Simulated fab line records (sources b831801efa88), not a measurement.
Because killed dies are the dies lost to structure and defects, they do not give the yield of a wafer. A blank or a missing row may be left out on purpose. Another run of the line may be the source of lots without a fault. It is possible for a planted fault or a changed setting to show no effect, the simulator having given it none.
fab line records -- flow gf180mcu
record: lots: 14, wafers: 42, lastDay: 33
route steps=602 shown STI@13 POLY_GATE@169 PSD@258
lots with no fault: from the same line, run without faults
startH: hours from the record's opening day to when the first of the lot's shown wafers began -- waitH: time in hours since the lot's previous step -- " same as the row above -- L1.1+2: one row covering several wafers at once -- - either no value or no given start -- * or withheld: withheld -- < > ~ a bound
route shown NAME@n: NAME is a module with steps in the file, n the number in the route of the first one -- usual: mean/standard deviation of fault-free wafers -- same: alike in all rows -- chamber/n: place in a boat -- sites: each site's reading -- _std_site: the values' standard deviation -- _edge_site: inner sites' mean taken away from outer sites' mean -- radiusMm: how far each site lies from the wafer's centre -- mask NAME#n: copy n -- behind: tool/chamber where the wafer was last shaped -- hold: what put the lot on hold/how long, in hours/how the hold closed -- device: which transistor (n, p or np) failed to switch -- end of line: at the end of the route, the tests of the same wafers -- where a step has no rows: the recipe by itself -- killed: dies that structure and defects cost at the first sort, which is not the same as the wafer's yield -- map: dies across one wafer; x = killed, . = not, _ = none there
set.NAME: setting as actually run; set.NAME@STEP: the setting as run at that earlier step -- model.NAME: the simulator's own value behind a step, which no gauge read
a sample of lots followed through the steps of the route, with each step as a table and each wafer as a row
services: from which hour (startH, from the record's first day; less than 0 if before it) a tool's chamber was out of use, for how many hours, and why
== steps ==
step: GF_STI_CD_MEAS_12
recipe: targetCdNm: 220
usual: cdNm: 219.8/1.6
lot.wafer,tool,chamber,startH,waitH,cdNm
L820.1,cdSem-02,-,35.34,0.1,216.4
L820.3,cdSem-02,-,35.34,0.1,216.2
L820.6,cdSem-02,-,35.34,0.1,216.7
L822.1,cdSem-01,-,45.30,0.1,222.0
L822.2,cdSem-01,-,45.30,0.1,221.1
L822.5,cdSem-01,-,45.30,0.1,221.1
L824.4,cdSem-01,-,59.96,0.1,219.7
L824.5,cdSem-01,-,59.96,0.1,220.0
L824.6,cdSem-01,-,59.96,0.1,220.7
L825.2,cdSem-02,-,67.37,0.1,220.2
L825.3,cdSem-02,-,67.37,0.1,219.1
L825.5,cdSem-02,-,67.37,0.1,220.3
L826.3,cdSem-01,-,67.63,0.1,219.9
L826.5,cdSem-01,-,67.63,0.1,219.7
L826.6,cdSem-01,-,67.63,0.1,221.3
L827.2,cdSem-01,-,73.76,0.1,220.2
L827.3,cdSem-01,-,73.76,0.1,221.2
L827.6,cdSem-01,-,73.76,0.1,219.7
L828.1,cdSem-01,-,76.80,0.1,220.6
L828.3,cdSem-01,-,76.80,0.1,221.9
L828.4,cdSem-01,-,76.80,0.1,220.9
L829.1,cdSem-02,-,82.29,0.1,221.7
L829.2,cdSem-02,-,82.29,0.1,222.1
L829.5,cdSem-02,-,82.29,0.1,222.1
L832.2,cdSem-01,-,97.91,0.1,219.6
L832.4,cdSem-01,-,97.91,0.1,220.5
L832.6,cdSem-01,-,97.91,0.1,218.8
L833.1,cdSem-02,-,102.59,0.1,219.8
L833.3,cdSem-02,-,102.59,0.1,220.7
L833.6,cdSem-02,-,102.59,0.1,220.1
L834.3,cdSem-01,-,107.53,0.1,220.2
L834.4,cdSem-01,-,107.53,0.1,219.6
L834.5,cdSem-01,-,107.53,0.1,219.4
L835.2,cdSem-01,-,112.59,0.1,220.1
L835.3,cdSem-01,-,112.59,0.1,219.8
L835.5,cdSem-01,-,112.59,0.1,220.3
L836.1,cdSem-01,-,118.10,0.1,222.5
L836.2,cdSem-01,-,118.10,0.1,222.2
L836.3,cdSem-01,-,118.10,0.1,221.2
L837.2,cdSem-01,-,125.92,0.1,218.3
L837.3,cdSem-01,-,125.92,0.1,219.4
L837.4,cdSem-01,-,125.92,0.1,219.7
step: GF_STI_OXIDATION_29
recipe: tempC: 900, ambient: O2, stabiliseS: 600, purgeS: 300, targetThkA: 100, oxTimeS: 1418
usual: oxTempC: 899.9/0.4, oxTempCMax: 904.8/1.5, tube_center_temp_C_max: 902.4/0.35, zonePowerCentrePct: 19.74/0.25
lot.wafer,tool,chamber,startH,waitH,oxTempC,oxTempCMax,tube_center_temp_C_max,zonePowerCentrePct
L820.1,furnace-02,0,40.77,2.0,899.8,904.2,902.6,19.66
L820.3,furnace-02,0,40.77,2.0,899.8,906.3,902.6,19.33
L820.6,furnace-02,0,40.77,2.0,900.3,905.9,901.9,19.31
L822.1,furnace-02,0,53.02,4.5,899.7,906.3,902.5,19.41
L822.2,furnace-02,0,53.02,4.5,899.4,905.9,902.1,19.75
L822.5,furnace-02,0,53.02,4.5,899.6,904.8,902.3,19.56
L824.4,furnace-02,0,63.74,0.0,899.2,904.7,902.7,19.46
L824.5,furnace-02,0,63.74,0.0,900.1,906.3,902.2,19.58
L824.6,furnace-02,0,63.74,0.0,900.0,906.0,902.0,19.32
L825.2,furnace-01,0,71.31,1.0,899.5,903.9,902.3,20.05
L825.3,furnace-01,0,71.31,1.0,899.8,903.0,902.4,20.03
L825.5,furnace-01,0,71.31,1.0,900.1,903.9,903.1,19.84
L826.3,furnace-01,0,71.31,0.4,899.6,902.2,902.7,20.34
L826.5,furnace-01,0,71.31,0.4,899.5,902.9,902.4,19.99
L826.6,furnace-01,0,71.31,0.4,900.0,903.0,902.3,19.71
L827.2,furnace-02,0,76.76,0.0,899.6,904.8,902.7,19.79
L827.3,furnace-02,0,76.76,0.0,900.0,906.0,902.3,19.58
L827.6,furnace-02,0,76.76,0.0,899.7,904.8,901.9,19.68
L828.1,furnace-02,0,81.85,0.0,899.8,904.9,902.8,20.01
L828.3,furnace-02,0,81.85,0.0,899.8,906.0,902.7,19.92
L828.4,furnace-02,0,81.85,0.0,899.4,904.1,902.8,19.01
L829.1,furnace-01,0,86.51,1.0,900.0,903.1,902.5,19.92
L829.2,furnace-01,0,86.51,1.0,900.5,903.0,903.0,19.90
L829.5,furnace-01,0,86.51,1.0,900.5,904.0,902.4,20.12
L832.2,furnace-01,0,103.30,2.5,899.6,903.0,902.6,19.87
L832.4,furnace-01,0,103.30,2.5,899.9,903.9,902.0,19.96
L832.6,furnace-01,0,103.30,2.5,899.7,904.1,902.7,19.89
L833.1,furnace-01,-,109.08,1.6,-,-,-,-
L833.3,furnace-01,-,109.08,1.6,-,-,-,-
L833.6,furnace-01,-,109.08,1.6,-,-,-,-
L834.3,furnace-01,-,111.51,0.0,-,-,-,-
L834.4,furnace-01,-,111.51,0.0,-,-,-,-
L834.5,furnace-01,-,111.51,0.0,-,-,-,-
L835.2,furnace-02,0,115.70,0.1,899.5,906.5,902.8,19.73
L835.3,furnace-02,0,115.70,0.1,899.7,906.0,902.1,19.85
L835.5,furnace-02,0,115.70,0.1,899.7,905.1,902.1,19.96
L836.1,furnace-01,0,121.51,0.2,900.0,903.7,902.3,19.98
L836.2,furnace-01,0,121.51,0.2,900.0,902.8,901.9,20.07
L836.3,furnace-01,0,121.51,0.2,900.0,903.7,902.6,19.89
L837.2,furnace-02,0,128.90,0.0,900.1,908.4,902.4,19.60
L837.3,furnace-02,0,128.90,0.0,900.4,907.6,902.3,19.85
L837.4,furnace-02,0,128.90,0.0,901.2,906.7,902.6,19.80
step: GF_POLY_GATE_ETCH_12
recipe: chemistry: N2/H2, targetDepthA: withheld, overetchA: withheld, timeS: withheld, target: BARC, ionEnergyEv: 200, sourceW: 500, biasW: 100, pressureMtorr: 30, n2FlowSccm: 100, h2FlowSccm: 200
usual: drypumpMotorCurrentA: 5.8/0.38, h2FlowSccm: 200.0/0.6, oesProductAu: 0.736/0.005, throttleValvePct: 13.215/0.0099
lot.wafer,tool,chamber,startH,waitH,drypumpMotorCurrentA,h2FlowSccm,oesProductAu,throttleValvePct
L820.1,rieDiel-04,1,213.67,0.0,6.3,200.4,0.735,13.207
L820.3,rieDiel-04,2,213.67,0.0,5.7,200.3,0.744,13.235
L820.6,rieDiel-04,2,213.67,0.0,5.8,200.7,0.740,13.222
L822.1,rieDiel-04,2,231.90,0.0,5.7,201.4,0.742,13.222
L822.2,rieDiel-04,1,231.90,0.0,6.2,199.4,0.729,13.222
L822.5,rieDiel-04,0,231.90,0.0,5.9,200.4,0.738,13.228
L824.4,rieDiel-04,0,244.12,0.0,5.9,199.7,0.731,13.204
L824.5,rieDiel-04,3,244.12,0.0,5.9,199.4,0.737,13.220
L824.6,rieDiel-04,1,244.12,0.0,6.2,199.4,0.737,13.211
L826.3,rieDiel-01,3,258.00,0.0,5.3,199.0,0.744,13.200
L826.5,rieDiel-01,2,258.00,0.0,5.3,200.2,0.742,13.225
L826.6,rieDiel-01,1,258.00,0.0,5.2,200.2,0.734,13.215
L825.2,rieDiel-04,2,259.25,0.0,5.7,199.6,0.735,13.215
L825.3,rieDiel-04,3,259.25,0.0,5.9,199.8,0.740,13.214
L825.5,rieDiel-04,3,259.25,0.0,5.9,199.5,0.732,13.212
L827.2,rieDiel-01,3,263.25,0.0,5.3,200.2,0.736,13.217
L827.3,rieDiel-01,0,263.25,0.0,6.6,199.8,0.732,13.232
L827.6,rieDiel-01,3,263.25,0.0,5.3,200.8,0.733,13.225
L828.1,rieDiel-01,1,272.10,0.0,5.2,199.9,0.731,13.217
L828.3,rieDiel-01,2,272.10,0.0,5.3,199.3,0.741,13.221
L828.4,rieDiel-01,3,272.10,0.0,5.3,199.6,0.743,13.196
L829.1,rieDiel-01,2,275.75,0.0,5.4,199.6,0.738,13.227
L829.2,rieDiel-01,1,275.75,0.0,5.2,199.5,0.736,13.227
L829.5,rieDiel-01,0,275.75,0.0,6.6,199.0,0.736,13.230
L832.2,rieDiel-01,3,301.59,0.0,5.3,199.4,0.738,13.224
L832.4,rieDiel-01,2,301.59,0.0,5.3,200.8,0.728,13.225
L832.6,rieDiel-01,3,301.59,0.0,5.3,199.7,0.741,13.213
L835.2,rieDiel-02,2,321.35,0.0,5.5,199.9,0.742,13.218
L835.3,rieDiel-02,0,321.35,0.0,6.2,200.8,0.742,13.203
L835.5,rieDiel-02,1,321.35,0.0,6.0,201.2,0.740,13.215
L836.1,rieDiel-02,0,325.89,0.0,6.2,199.5,0.749,13.207
L836.2,rieDiel-02,2,325.89,0.0,5.5,199.8,0.730,13.228
L836.3,rieDiel-02,3,325.89,0.0,6.1,199.6,0.728,13.213
L837.2,rieDiel-01,2,334.70,0.0,5.3,200.0,0.737,13.217
L837.3,rieDiel-01,0,334.70,0.0,6.6,200.0,0.741,13.200
L837.4,rieDiel-01,1,334.70,0.0,5.2,200.3,0.731,13.210
step: GF_PSD_STRIP_10
recipe: chemistry: O2/N2, powerW: 1400, pressureMtorr: 1500, platenTempC: 250, o2FlowSccm: 3000, n2FlowSccm: 300, overashFraction: 0.5
usual: drypumpMotorCurrentA: 5.8/0.56, heaterPowerW: 307/18, oesProductAu: 0.589/0.0047, stripTimeToEndpointS: 16.68/0.035
lot.wafer,tool,chamber,startH,waitH,drypumpMotorCurrentA,heaterPowerW,oesProductAu,rfHoursCounterH,stripTimeToEndpointS
L820.1,plasmaAsher-02,1,338.16,0.1,5.9,298,0.585,68,16.68
L820.3,plasmaAsher-02,0,338.16,0.1,6.5,325,0.591,-,16.65
L820.6,plasmaAsher-02,0,338.16,0.1,6.5,327,0.588,-,16.66
L822.1,plasmaAsher-04,0,358.01,0.1,6.0,330,0.591,58,16.71
L822.2,plasmaAsher-04,1,358.01,0.1,5.2,307,0.583,58,16.65
L822.5,plasmaAsher-04,1,358.01,0.1,5.2,299,0.596,-,16.67
L824.4,plasmaAsher-03,1,372.28,0.1,4.8,276,0.582,-,16.64
L824.5,plasmaAsher-03,0,372.28,0.1,6.5,309,0.589,-,16.67
L824.6,plasmaAsher-03,1,372.28,0.1,4.8,270,0.585,-,16.66
L826.3,plasmaAsher-04,0,388.93,0.1,6.0,335,0.591,-,16.72
L826.5,plasmaAsher-04,1,388.93,0.1,5.2,295,0.596,-,16.77
L826.6,plasmaAsher-04,0,388.93,0.1,6.0,325,0.583,-,16.73
L825.2,plasmaAsher-03,0,391.80,0.1,6.5,316,0.590,74,16.69
L825.3,plasmaAsher-03,1,391.80,0.1,4.9,286,0.589,-,16.70
L825.5,plasmaAsher-03,1,391.80,0.1,4.9,276,0.584,-,16.69
L827.2,plasmaAsher-04,1,396.31,0.1,5.2,307,0.592,62,16.73
L827.3,plasmaAsher-04,0,396.31,0.1,6.0,325,0.593,-,16.72
L827.6,plasmaAsher-04,0,396.31,0.1,6.0,326,0.596,-,16.70
L828.1,plasmaAsher-03,0,406.55,0.1,6.5,301,0.601,75,16.73
L828.3,plasmaAsher-03,1,406.55,0.1,4.8,276,0.584,-,16.74
L828.4,plasmaAsher-03,0,406.55,0.1,6.5,309,0.582,-,16.71
L829.1,plasmaAsher-02,1,410.60,0.1,5.9,295,0.587,76,16.70
L829.2,plasmaAsher-02,0,410.60,0.1,6.4,329,0.585,76,16.66
L829.5,plasmaAsher-02,0,410.60,0.1,6.4,327,0.586,-,16.66
L832.2,plasmaAsher-04,0,442.06,0.1,6.0,318,0.586,67,16.72
L832.4,plasmaAsher-04,1,442.06,0.1,5.2,297,0.590,-,16.70
L832.6,plasmaAsher-04,1,442.06,0.1,5.2,295,0.584,-,16.67
L835.2,plasmaAsher-03,0,466.14,0.1,6.5,313,0.590,1,16.68
L835.3,plasmaAsher-03,0,466.14,0.1,6.5,303,0.582,-,16.67
L835.5,plasmaAsher-03,0,466.14,0.1,6.5,309,0.585,-,16.63
L836.1,plasmaAsher-04,0,466.44,0.1,6.0,323,0.590,70,16.70
L836.2,plasmaAsher-04,1,466.44,0.1,5.2,297,0.585,70,16.69
L836.3,plasmaAsher-04,0,466.44,0.1,6.0,322,0.592,-,16.68
L837.2,plasmaAsher-02,1,480.70,0.1,5.9,298,0.590,84,16.68
L837.3,plasmaAsher-02,0,480.70,0.1,6.5,326,0.590,-,16.70
L837.4,plasmaAsher-02,1,480.70,0.1,5.9,308,0.585,-,16.72
== services ==
tool,chamber,startH,hours,kind
furnace-01,-,33.79,22.3,repair
furnace-02,-,101.51,3.7,pm
rieDiel-01,2,106.08,7.2,repair
furnace-01,-,167.29,4.1,pm
plasmaAsher-03,-,171.99,2.8,pm
rieDiel-04,2,235.98,8.7,repair
furnace-02,-,243.90,3.9,pm
rieDiel-04,-,255.01,0.9,repair
furnace-01,-,266.51,3.7,pm
plasmaAsher-03,-,269.36,3.0,repair
furnace-02,-,270.63,2.8,pm
rieDiel-04,3,285.69,6.9,repair
plasmaAsher-04,-,308.91,2.8,pm
furnace-01,-,335.13,3.7,pm
furnace-02,-,342.23,54.8,repair
rieDiel-04,0,381.80,4.5,repair
rieDiel-01,0,395.36,3.8,repair
plasmaAsher-03,-,421.25,9.0,pm
rieDiel-01,0,425.17,9.4,repair
rieDiel-01,2,433.94,5.4,repair
plasmaAsher-03,-,435.62,23.5,repair
furnace-02,-,436.78,3.2,pm
rieDiel-04,1,440.02,12.4,repair
furnace-02,-,475.31,2.8,pm
== key ==
firstSign: step: GF_STI_OXIDATION_29, reading: toolRecord, direction: missing
effect none on later readings
metAt GF_STI_OXIDATION_29
struckLots L833,L834
laterRowsLeftOut L833.1,L833.3,L833.6,L834.3,L834.4,L834.5
sortLeftOut L833.1,L833.3,L833.6,L834.3,L834.4,L834.5
testerLeftOut L833,L834
notActingAt GF_STI_CD_MEAS_12,GF_POLY_GATE_ETCH_12,GF_PSD_STRIP_10
onsetBetween 103.30 109.08
fault: kind: skippedStepWhole, tool: furnace-01, chamber: -, onsetH: 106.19, steps: GF_STI_OXIDATION_29, scope: struckLotsOnly
testerLeftOut: of these lots the tester's yield and bins aren't shown, on N5 and GAA mostly nor the transistor test; their killed dies are dies lost to structure and defects alone, not to doping, threshold or leakage, so they don't give the yield
sortLeftOut: the simulated sort isn't trusted on such a fault, so these wafers' sort isn't shown, and their yield isn't known
laterRowsLeftOut: the simulator's readings of these wafers behind a module that went badly wrong aren't trusted and aren't shown, but for the sort
